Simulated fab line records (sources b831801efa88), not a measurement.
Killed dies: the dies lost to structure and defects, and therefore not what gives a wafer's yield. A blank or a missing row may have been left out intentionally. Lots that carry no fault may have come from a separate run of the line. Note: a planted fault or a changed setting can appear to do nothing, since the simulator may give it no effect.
Which tool was responsible? || flow sky130 || 72 wafers from 24 lots sampled at 5 of the route's 708 steps

## WHAT THE GAUGES SHOWED, per wafer
SKY_FIELD_ISO_THK_MEAS_02. Usual: FIELD_ISO_OXIDATION_00_THK gives 12.14 nm (standard deviation 0.21).
{"lot": "L074", "measured": "day 1 11:38", "on": "filmMetro-01", "FIELD_ISO_OXIDATION_00_THK (nm)": "12.05 11.96 11.99", "flag": ""}
{"lot": "L075", "measured": "day 1 17:25", "on": "filmMetro-01", "FIELD_ISO_OXIDATION_00_THK (nm)": "12.12 12.01 12.21", "flag": ""}
{"lot": "L076", "measured": "day 1 22:05", "on": "filmMetro-04", "FIELD_ISO_OXIDATION_00_THK (nm)": "11.96 11.95 12.23", "flag": ""}
{"lot": "L077", "measured": "day 2 03:05", "on": "filmMetro-03", "FIELD_ISO_OXIDATION_00_THK (nm)": "11.93 11.80 11.89", "flag": ""}
{"lot": "L078", "measured": "day 2 07:50", "on": "filmMetro-03", "FIELD_ISO_OXIDATION_00_THK (nm)": "12.06 12.19 12.37", "flag": ""}
{"lot": "L079", "measured": "day 2 14:49", "on": "filmMetro-03", "FIELD_ISO_OXIDATION_00_THK (nm)": "12.19 12.28 12.24", "flag": ""}
{"lot": "L080", "measured": "day 2 19:04", "on": "filmMetro-04", "FIELD_ISO_OXIDATION_00_THK (nm)": "11.96 12.03 12.00", "flag": ""}
{"lot": "L081", "measured": "day 3 01:07", "on": "filmMetro-04", "FIELD_ISO_OXIDATION_00_THK (nm)": "11.82 11.91 11.75", "flag": ""}
{"lot": "L082", "measured": "day 3 04:01", "on": "filmMetro-03", "FIELD_ISO_OXIDATION_00_THK (nm)": "11.95 11.84 11.69", "flag": ""}
{"lot": "L083", "measured": "day 3 09:49", "on": "filmMetro-01", "FIELD_ISO_OXIDATION_00_THK (nm)": "12.07 12.11 11.98", "flag": ""}
{"lot": "L084", "measured": "day 3 13:38", "on": "filmMetro-03", "FIELD_ISO_OXIDATION_00_THK (nm)": "12.20 12.17 12.07", "flag": ""}
{"lot": "L085", "measured": "day 3 19:21", "on": "filmMetro-01", "FIELD_ISO_OXIDATION_00_THK (nm)": "12.42 12.46 12.45", "flag": ""}
{"lot": "L086", "measured": "day 4 00:56", "on": "filmMetro-01", "FIELD_ISO_OXIDATION_00_THK (nm)": "12.37 12.05 12.08", "flag": ""}
{"lot": "L087", "measured": "day 4 04:59", "on": "filmMetro-03", "FIELD_ISO_OXIDATION_00_THK (nm)": "12.13 12.06 12.23", "flag": ""}
{"lot": "L088", "measured": "day 4 09:40", "on": "filmMetro-01", "FIELD_ISO_OXIDATION_00_THK (nm)": "12.55 12.77 12.70", "flag": ""}
{"lot": "L089", "measured": "day 4 15:50", "on": "filmMetro-01", "FIELD_ISO_OXIDATION_00_THK (nm)": "12.03 12.28 12.23", "flag": ""}
{"lot": "L090", "measured": "day 4 21:17", "on": "filmMetro-01", "FIELD_ISO_OXIDATION_00_THK (nm)": "12.58 12.28 12.24", "flag": ""}
{"lot": "L091", "measured": "day 5 01:49", "on": "filmMetro-01", "FIELD_ISO_OXIDATION_00_THK (nm)": "12.11 12.18 12.18", "flag": ""}
{"lot": "L092", "measured": "day 5 07:33", "on": "filmMetro-03", "FIELD_ISO_OXIDATION_00_THK (nm)": "12.03 12.22 12.02", "flag": ""}
{"lot": "L093", "measured": "day 5 11:05", "on": "filmMetro-01", "FIELD_ISO_OXIDATION_00_THK (nm)": "11.99 11.99 12.21", "flag": ""}
{"lot": "L094", "measured": "day 5 16:43", "on": "filmMetro-01", "FIELD_ISO_OXIDATION_00_THK (nm)": "12.02 12.17 11.91", "flag": ""}
{"lot": "L095", "measured": "day 5 20:38", "on": "filmMetro-03", "FIELD_ISO_OXIDATION_00_THK (nm)": "12.19 12.23 12.40", "flag": ""}
{"lot": "L096", "measured": "day 6 02:11", "on": "filmMetro-03", "FIELD_ISO_OXIDATION_00_THK (nm)": "12.26 12.25 12.50", "flag": ""}
{"lot": "L097", "measured": "day 6 06:38", "on": "filmMetro-01", "FIELD_ISO_OXIDATION_00_THK (nm)": "12.10 12.37 12.13", "flag": ""}

SKY_FIELD_ISO_CD_MEAS_13: target cd 150 nm. Usual: 149.6 nm for cdNm, sd 1.6.
{"lot": "L074", "measured": "day 2 05:07", "on": "cdSem-01", "cdNm (nm)": "149.4 149.7 147.6", "flag": ""}
{"lot": "L075", "measured": "day 2 09:53", "on": "cdSem-02", "cdNm (nm)": "148.3 150.1 148.1", "flag": ""}
{"lot": "L076", "measured": "day 2 15:32", "on": "cdSem-01", "cdNm (nm)": "150.0 149.6 149.0", "flag": ""}
{"lot": "L077", "measured": "day 2 20:22", "on": "cdSem-01", "cdNm (nm)": "151.7 150.7 151.1", "flag": ""}
{"lot": "L078", "measured": "day 3 00:53", "on": "cdSem-01", "cdNm (nm)": "149.5 150.4 148.9", "flag": ""}
{"lot": "L079", "measured": "day 3 07:53", "on": "cdSem-01", "cdNm (nm)": "148.4 146.8 148.3", "flag": ""}
{"lot": "L080", "measured": "day 3 12:31", "on": "cdSem-01", "cdNm (nm)": "150.0 149.2 148.6", "flag": ""}
{"lot": "L081", "measured": "day 3 18:52", "on": "cdSem-01", "cdNm (nm)": "148.6 150.0 149.0", "flag": ""}
{"lot": "L082", "measured": "day 3 22:10", "on": "cdSem-02", "cdNm (nm)": "150.4 149.6 150.5", "flag": ""}
{"lot": "L083", "measured": "day 4 03:50", "on": "cdSem-02", "cdNm (nm)": "150.0 149.0 148.9", "flag": ""}
{"lot": "L084", "measured": "day 4 10:10", "on": "cdSem-02", "cdNm (nm)": "148.6 150.2 149.5", "flag": ""}
{"lot": "L085", "measured": "day 4 13:59", "on": "cdSem-01", "cdNm (nm)": "153.0 151.7 154.1", "flag": ""}
{"lot": "L086", "measured": "day 4 19:51", "on": "cdSem-01", "cdNm (nm)": "149.1 150.4 149.8", "flag": ""}
{"lot": "L087", "measured": "day 4 22:46", "on": "cdSem-01", "cdNm (nm)": "146.3 147.3 147.9", "flag": ""}
{"lot": "L088", "measured": "day 5 04:10", "on": "cdSem-02", "cdNm (nm)": "148.4 148.9 149.7", "flag": ""}
{"lot": "L089", "measured": "day 5 12:41", "on": "cdSem-02", "cdNm (nm)": "146.5 147.2 148.1", "flag": ""}
{"lot": "L090", "measured": "day 5 18:13", "on": "cdSem-02", "cdNm (nm)": "148.9 149.5 151.2", "flag": ""}
{"lot": "L091", "measured": "day 5 20:54", "on": "cdSem-01", "cdNm (nm)": "149.8 148.8 150.7", "flag": ""}
{"lot": "L092", "measured": "day 6 05:29", "on": "cdSem-01", "cdNm (nm)": "148.3 148.7 149.1", "flag": ""}
{"lot": "L093", "measured": "day 6 07:35", "on": "cdSem-01", "cdNm (nm)": "151.4 151.4 151.3", "flag": ""}
{"lot": "L094", "measured": "day 6 12:53", "on": "cdSem-01", "cdNm (nm)": "148.9 151.0 150.9", "flag": ""}
{"lot": "L095", "measured": "day 6 17:05", "on": "cdSem-01", "cdNm (nm)": "148.6 149.7 149.8", "flag": ""}
{"lot": "L096", "measured": "day 6 22:26", "on": "cdSem-01", "cdNm (nm)": "149.4 149.7 151.7", "flag": ""}
{"lot": "L097", "measured": "day 7 03:16", "on": "cdSem-02", "cdNm (nm)": "152.1 151.3 151.4", "flag": ""}

SKY_VT_ADJUST_HVTR_TW_MEAS_11. Usual: VT_ADJUST_HVTR_TW gives 209.1 (standard deviation 2.4).
{"lot": "L074", "measured": "day 9 06:44", "on": "filmMetro-02", "VT_ADJUST_HVTR_TW": "211.2 211.6 210.6", "flag": ""}
{"lot": "L075", "measured": "day 9 18:44", "on": "filmMetro-01", "VT_ADJUST_HVTR_TW": "212.4 211.5 210.8", "flag": ""}
{"lot": "L076", "measured": "day 10 04:52", "on": "filmMetro-01", "VT_ADJUST_HVTR_TW": "210.7 211.8 211.5", "flag": ""}
{"lot": "L077", "measured": "day 10 06:42", "on": "filmMetro-02", "VT_ADJUST_HVTR_TW": "208.3 208.5 209.1", "flag": ""}
{"lot": "L078", "measured": "day 10 12:10", "on": "filmMetro-03", "VT_ADJUST_HVTR_TW": "205.4 206.9 206.3", "flag": ""}
{"lot": "L079", "measured": "day 10 20:07", "on": "filmMetro-02", "VT_ADJUST_HVTR_TW": "207.9 208.4 208.1", "flag": ""}
{"lot": "L080", "measured": "day 11 05:40", "on": "filmMetro-02", "VT_ADJUST_HVTR_TW": "209.5 209.1 208.6", "flag": ""}
{"lot": "L081", "measured": "day 11 16:18", "on": "filmMetro-03", "VT_ADJUST_HVTR_TW": "205.2 205.6 205.3", "flag": ""}
{"lot": "L082", "measured": "day 11 17:56", "on": "filmMetro-02", "VT_ADJUST_HVTR_TW": "208.2 209.4 208.9", "flag": ""}
{"lot": "L083", "measured": "day 12 01:57", "on": "filmMetro-03", "VT_ADJUST_HVTR_TW": "206.1 206.4 206.1", "flag": ""}
{"lot": "L084", "measured": "day 12 15:02", "on": "filmMetro-03", "VT_ADJUST_HVTR_TW": "205.8 205.7 205.9", "flag": ""}
{"lot": "L085", "measured": "day 13 03:14", "on": "filmMetro-02", "VT_ADJUST_HVTR_TW": "208.2 208.5 208.8", "flag": ""}
{"lot": "L086", "measured": "day 13 03:34", "on": "filmMetro-03", "VT_ADJUST_HVTR_TW": "207.2 207.2 206.5", "flag": ""}
{"lot": "L087", "measured": "day 13 11:23", "on": "filmMetro-02", "VT_ADJUST_HVTR_TW": "209.0 209.6 209.0", "flag": ""}
{"lot": "L088", "measured": "day 13 17:13", "on": "filmMetro-02", "VT_ADJUST_HVTR_TW": "207.7 209.0 209.4", "flag": ""}
{"lot": "L089", "measured": "day 14 03:05", "on": "filmMetro-01", "VT_ADJUST_HVTR_TW": "213.0 211.8 211.8", "flag": ""}
{"lot": "L090", "measured": "day 14 10:04", "on": "filmMetro-01", "VT_ADJUST_HVTR_TW": "212.1 212.3 212.5", "flag": ""}
{"lot": "L091", "measured": "day 14 13:04", "on": "filmMetro-02", "VT_ADJUST_HVTR_TW": "208.1 206.9 207.3", "flag": ""}
{"lot": "L092", "measured": "day 15 14:17", "on": "filmMetro-01", "VT_ADJUST_HVTR_TW": "210.1 211.9 211.9", "flag": ""}
{"lot": "L093", "measured": "day 15 16:35", "on": "filmMetro-03", "VT_ADJUST_HVTR_TW": "207.3 206.3 206.2", "flag": ""}
{"lot": "L094", "measured": "day 16 01:54", "on": "filmMetro-03", "VT_ADJUST_HVTR_TW": "206.6 207.4 205.8", "flag": ""}
{"lot": "L095", "measured": "day 16 01:35", "on": "filmMetro-01", "VT_ADJUST_HVTR_TW": "212.6 212.7 211.9", "flag": ""}
{"lot": "L096", "measured": "day 16 07:50", "on": "filmMetro-01", "VT_ADJUST_HVTR_TW": "212.5 213.0 212.0", "flag": ""}
{"lot": "L097", "measured": "day 16 11:29", "on": "filmMetro-01", "VT_ADJUST_HVTR_TW": "211.8 211.2 213.1", "flag": ""}

SKY_LDD_P_OVL_MEAS_08. Usual: LDD_P_OVL gives 0.7 nm (standard deviation 1.1).
{"lot": "L074", "measured": "day 18 16:35", "on": "overlay-02", "LDD_P_OVL (nm)": "-0.2 0.5 1.2", "flag": ""}
{"lot": "L075", "measured": "day 19 07:44", "on": "overlay-02", "LDD_P_OVL (nm)": "-1.2 0.8 0.7", "flag": ""}
{"lot": "L076", "measured": "day 20 00:49", "on": "overlay-01", "LDD_P_OVL (nm)": "1.2 1.6 2.5", "flag": ""}
{"lot": "L077", "measured": "day 20 00:27", "on": "overlay-02", "LDD_P_OVL (nm)": "0.3 -1.7 1.6", "flag": ""}
{"lot": "L078", "measured": "day 20 07:46", "on": "overlay-02", "LDD_P_OVL (nm)": "0.7 1.1 0.1", "flag": ""}
{"lot": "L079", "measured": "day 20 11:25", "on": "overlay-01", "LDD_P_OVL (nm)": "0.7 2.7 0.7", "flag": ""}
{"lot": "L080", "measured": "day 21 11:55", "on": "overlay-01", "LDD_P_OVL (nm)": "0.8 -0.3 0.5", "flag": ""}
{"lot": "L081", "measured": "day 21 19:08", "on": "overlay-02", "LDD_P_OVL (nm)": "0.7 -0.6 -0.3", "flag": ""}
{"lot": "L082", "measured": "day 21 23:20", "on": "overlay-01", "LDD_P_OVL (nm)": "0.5 -0.9 1.3", "flag": ""}
{"lot": "L083", "measured": "day 22 07:21", "on": "overlay-02", "LDD_P_OVL (nm)": "1.5 1.3 -0.1", "flag": ""}
{"lot": "L084", "measured": "day 22 21:14", "on": "overlay-01", "LDD_P_OVL (nm)": "1.1 -1.8 2.1", "flag": ""}
{"lot": "L085", "measured": "day 23 10:11", "on": "overlay-02", "LDD_P_OVL (nm)": "0.8 1.6 -0.7", "flag": ""}
{"lot": "L086", "measured": "day 24 00:31", "on": "overlay-02", "LDD_P_OVL (nm)": "0.7 1.3 -0.2", "flag": ""}
{"lot": "L087", "measured": "day 24 05:40", "on": "overlay-01", "LDD_P_OVL (nm)": "2.2 1.7 1.3", "flag": ""}
{"lot": "L088", "measured": "day 24 06:59", "on": "overlay-02", "LDD_P_OVL (nm)": "0.8 0.4 1.2", "flag": ""}
{"lot": "L089", "measured": "day 24 13:22", "on": "overlay-01", "LDD_P_OVL (nm)": "2.5 1.9 1.1", "flag": ""}
{"lot": "L090", "measured": "day 24 21:55", "on": "overlay-02", "LDD_P_OVL (nm)": "-0.4 0.6 1.2", "flag": ""}
{"lot": "L091", "measured": "day 24 23:11", "on": "overlay-02", "LDD_P_OVL (nm)": "2.2 1.6 0.2", "flag": ""}
{"lot": "L092", "measured": "day 26 01:42", "on": "overlay-01", "LDD_P_OVL (nm)": "-0.3 0.6 -0.1", "flag": ""}
{"lot": "L093", "measured": "day 26 05:23", "on": "overlay-01", "LDD_P_OVL (nm)": "0.0 1.1 0.6", "flag": ""}
{"lot": "L094", "measured": "day 26 16:58", "on": "overlay-02", "LDD_P_OVL (nm)": "0.7 0.7 -0.2", "flag": ""}
{"lot": "L095", "measured": "day 26 12:11", "on": "overlay-01", "LDD_P_OVL (nm)": "-0.3 0.3 0.4", "flag": ""}
{"lot": "L096", "measured": "day 27 00:48", "on": "overlay-01", "LDD_P_OVL (nm)": "0.1 2.2 3.2", "flag": ""}
{"lot": "L097", "measured": "day 27 04:37", "on": "overlay-02", "LDD_P_OVL (nm)": "-0.7 0.1 -0.4", "flag": ""}

SKY_LOCAL_INTERCONNECT_THK_MEAS_02: measures by xrf. Usual: LOCAL_INTERCONNECT_TIN_THK gives 100.9 nm (standard deviation 0.87).
{"lot": "L074", "measured": "day 28 19:16", "on": "filmMetro-01", "LOCAL_INTERCONNECT_TIN_THK (nm)": "101.5 100.7 100.6", "flag": ""}
{"lot": "L075", "measured": "day 29 09:01", "on": "filmMetro-02", "LOCAL_INTERCONNECT_TIN_THK (nm)": "100.1 100.6 99.6", "flag": ""}
{"lot": "L076", "measured": "day 31 03:22", "on": "filmMetro-04", "LOCAL_INTERCONNECT_TIN_THK (nm)": "101.1 101.2 100.9", "flag": ""}
{"lot": "L077", "measured": "day 31 02:34", "on": "filmMetro-02", "LOCAL_INTERCONNECT_TIN_THK (nm)": "100.7 100.6 100.2", "flag": ""}
{"lot": "L078", "measured": "day 31 02:44", "on": "filmMetro-01", "LOCAL_INTERCONNECT_TIN_THK (nm)": "100.4 100.1 100.6", "flag": ""}
{"lot": "L079", "measured": "day 31 03:43", "on": "filmMetro-01", "LOCAL_INTERCONNECT_TIN_THK (nm)": "101.4 101.1 101.1", "flag": ""}
{"lot": "L080", "measured": "day 31 09:14", "on": "filmMetro-01", "LOCAL_INTERCONNECT_TIN_THK (nm)": "100.1 100.3 100.5", "flag": ""}
{"lot": "L081", "measured": "day 31 14:45", "on": "filmMetro-01", "LOCAL_INTERCONNECT_TIN_THK (nm)": "99.6 100.2 99.3", "flag": ""}
{"lot": "L082", "measured": "day 31 16:17", "on": "filmMetro-04", "LOCAL_INTERCONNECT_TIN_THK (nm)": "99.9 99.9 100.4", "flag": ""}
{"lot": "L083", "measured": "day 32 01:35", "on": "filmMetro-04", "LOCAL_INTERCONNECT_TIN_THK (nm)": "101.0 99.9 100.6", "flag": ""}
{"lot": "L084", "measured": "day 32 14:24", "on": "filmMetro-01", "LOCAL_INTERCONNECT_TIN_THK (nm)": "101.4 101.2 100.3", "flag": ""}
{"lot": "L085", "measured": "day 33 02:59", "on": "filmMetro-01", "LOCAL_INTERCONNECT_TIN_THK (nm)": "99.4 100.1 100.4", "flag": ""}
{"lot": "L086", "measured": "day 33 16:17", "on": "filmMetro-04", "LOCAL_INTERCONNECT_TIN_THK (nm)": "101.2 100.4 101.2", "flag": ""}
{"lot": "L087", "measured": "day 33 19:56", "on": "filmMetro-02", "LOCAL_INTERCONNECT_TIN_THK (nm)": "100.2 99.9 99.8", "flag": ""}
{"lot": "L088", "measured": "day 33 21:21", "on": "filmMetro-01", "LOCAL_INTERCONNECT_TIN_THK (nm)": "102.7 102.8 103.0", "flag": ""}
{"lot": "L089", "measured": "day 34 00:29", "on": "filmMetro-01", "LOCAL_INTERCONNECT_TIN_THK (nm)": "101.3 100.5 100.9", "flag": ""}
{"lot": "L090", "measured": "day 34 11:49", "on": "filmMetro-01", "LOCAL_INTERCONNECT_TIN_THK (nm)": "100.8 100.6 101.4", "flag": ""}
{"lot": "L091", "measured": "day 34 12:28", "on": "filmMetro-02", "LOCAL_INTERCONNECT_TIN_THK (nm)": "100.6 100.2 101.5", "flag": ""}
{"lot": "L092", "measured": "day 35 10:08", "on": "filmMetro-04", "LOCAL_INTERCONNECT_TIN_THK (nm)": "101.9 101.7 101.1", "flag": ""}
{"lot": "L093", "measured": "day 35 15:53", "on": "filmMetro-01", "LOCAL_INTERCONNECT_TIN_THK (nm)": "100.7 101.3 101.5", "flag": ""}
{"lot": "L094", "measured": "day 36 01:16", "on": "filmMetro-01", "LOCAL_INTERCONNECT_TIN_THK (nm)": "103.0 101.0 102.9", "flag": ""}
{"lot": "L095", "measured": "day 35 21:55", "on": "filmMetro-01", "LOCAL_INTERCONNECT_TIN_THK (nm)": "101.4 100.7 100.6", "flag": ""}
{"lot": "L096", "measured": "day 36 05:49", "on": "filmMetro-04", "LOCAL_INTERCONNECT_TIN_THK (nm)": "101.7 101.2 100.9", "flag": ""}
{"lot": "L097", "measured": "day 36 11:45", "on": "filmMetro-04", "LOCAL_INTERCONNECT_TIN_THK (nm)": "101.5 101.6 101.1", "flag": ""}

## EACH LOT AND THE TOOL THAT RAN IT (in order: tool; ch and the chambers of the sampled wafers; start)
There is no process step in the record ahead of these readings.

## AS READ BY THE TOOLS THEMSELVES (means over the sampled wafers that have a number; for cases with no such wafer, the mark the record gives instead)
The record holds no such reading with a usual standard deviation.

## THE ANSWER, worked out from the rows above alone
Rule: a lot counts as off when the mean over its wafers that have a number is more than 3 standard deviations away from the usual mean. Also off: a lot with no number at a reading for which 4 or more lots have one. All remaining lots with rows at the step are treated as sound. Order of review: gauges by route order, followed by the tools' own readings, for which a lot's mean as printed above is used. The first step at which some lot is off is used, and at that step the reading that is off furthest; a lot without a number counts as furthest.
None of the lots is off at any reading shown; this tells nothing.

## WHAT HAD BEEN PUT IN BY THE SIMULATOR
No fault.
